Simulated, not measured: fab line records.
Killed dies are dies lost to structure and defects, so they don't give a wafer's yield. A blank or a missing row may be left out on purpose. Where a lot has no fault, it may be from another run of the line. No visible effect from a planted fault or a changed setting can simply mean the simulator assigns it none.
The tool behind it: which one?    flow gf180mcu    Sampling: 12 lots, 36 wafers, 4 of 602 route steps

== WHAT THE GAUGES SHOWED, per wafer ==
GF_M3_CD_MEAS_14: target cd 280 nm.
lot   measured      on        cdNm (nm)
L075  day 21 17:09  cdSem-02  281.4 280.5 282.0
L077  day 22 17:33  cdSem-01  280.7 280.7 282.0
L079  day 23 06:58  cdSem-01  279.0 279.6 278.8
L081  day 23 20:25  cdSem-02  281.1 281.5 282.2
L083  day 24 13:37  cdSem-02  280.3 282.1 281.2
L085  day 25 10:31  cdSem-02  279.3 279.5 281.0
L087  day 25 21:52  cdSem-01  282.1 281.6 281.4
L089  day 26 12:40  cdSem-01  278.8 279.1 280.6
L091  day 27 03:49  cdSem-01  281.4 282.4 281.5
L093  day 28 00:44  cdSem-02  280.0 281.1 281.5
L095  day 28 05:41  cdSem-01  280.3 280.7 280.8
L097  day 28 23:22  cdSem-02  279.0 279.9 279.2

== TOOL THAT RAN EACH LOT (tool first, then ch and the chambers of the sampled wafers, then the start) ==
lot   GF_V1_ETCH_16                      GF_V1_STRIP_18                       GF_M3_SOFTBAKE_10
L075  rieDiel-03 ch 2,3, day 18 13:49    plasmaAsher-02 ch 0,1, day 18 13:57  lithoTrack-01 ch 0, day 21 06:02
L077  rieDiel-04 ch 0,3, day 19 14:40    plasmaAsher-02 ch 0,1, day 19 14:48  lithoTrack-02 ch 0, day 22 06:12
L079  rieDiel-02 ch 0,1, day 20 03:22    plasmaAsher-04 ch 0,1, day 20 03:30  lithoTrack-01 ch 0, day 22 18:58
L081  rieDiel-02 ch 0,1,3, day 20 19:04  plasmaAsher-03 ch 0,1, day 20 19:14  lithoTrack-04 ch 0, day 23 09:32
L083  rieDiel-02 ch 0,2, day 21 11:23    plasmaAsher-02 ch 1, day 21 11:31    lithoTrack-04 ch 0, day 24 02:53
L085  rieDiel-02 ch 0,2, day 22 11:01    plasmaAsher-04 ch 0,1, day 22 11:11  lithoTrack-04 ch 0, day 24 23:56
L087  rieDiel-04 ch 0,1,2, day 22 23:08  plasmaAsher-04 ch 0,1, day 22 23:18  lithoTrack-01 ch 0, day 25 11:13
L089  rieDiel-04 ch 0,2, day 23 15:29    plasmaAsher-03 ch 0,1, day 23 15:39  lithoTrack-04 ch 0, day 26 02:32
L091  rieDiel-02 ch 1,2,3, day 24 07:40  plasmaAsher-02 ch 0,1, day 24 07:50  lithoTrack-02 ch 0, day 26 17:11
L093  rieDiel-04 ch 1,2,3, day 25 06:47  plasmaAsher-04 ch 0,1, day 25 06:55  lithoTrack-04 ch 0, day 27 14:49
L095  rieDiel-04 ch 1,2,3, day 25 12:29  plasmaAsher-04 ch 0,1, day 25 12:37  lithoTrack-02 ch 0, day 27 19:57
L097  rieDiel-02 ch 0,1,3, day 26 06:17  plasmaAsher-03 ch 0,1, day 26 06:25  lithoTrack-04 ch 0, day 28 12:56
- GF_V1_ETCH_16: etches BARC in N2/H2.
- GF_V1_STRIP_18: strips in O2/N2.
- GF_M3_SOFTBAKE_10: time 60.96 s.

== THE ANSWER, worked out from the rows above alone ==
Rule: usual is defined by the lots themselves. The widest of any qualifying gaps counts: lots, ordered by their means at a reading, are off when they make up no more than a third of the lots, leave a main group of 4 or more, and stand apart from it by 3 or more times the standard deviation of that group's means. If all means in a main group match to the digits the tables above print for the reading, that group is not used. A lot without any number at a reading at which 4 lots or more have one is off too. Any other lot the step has rows for is counted as sound.
Across all readings shown, no lot is off: no conclusion can be drawn from this.

== WHAT THE SIMULATOR HAD INSERTED ==
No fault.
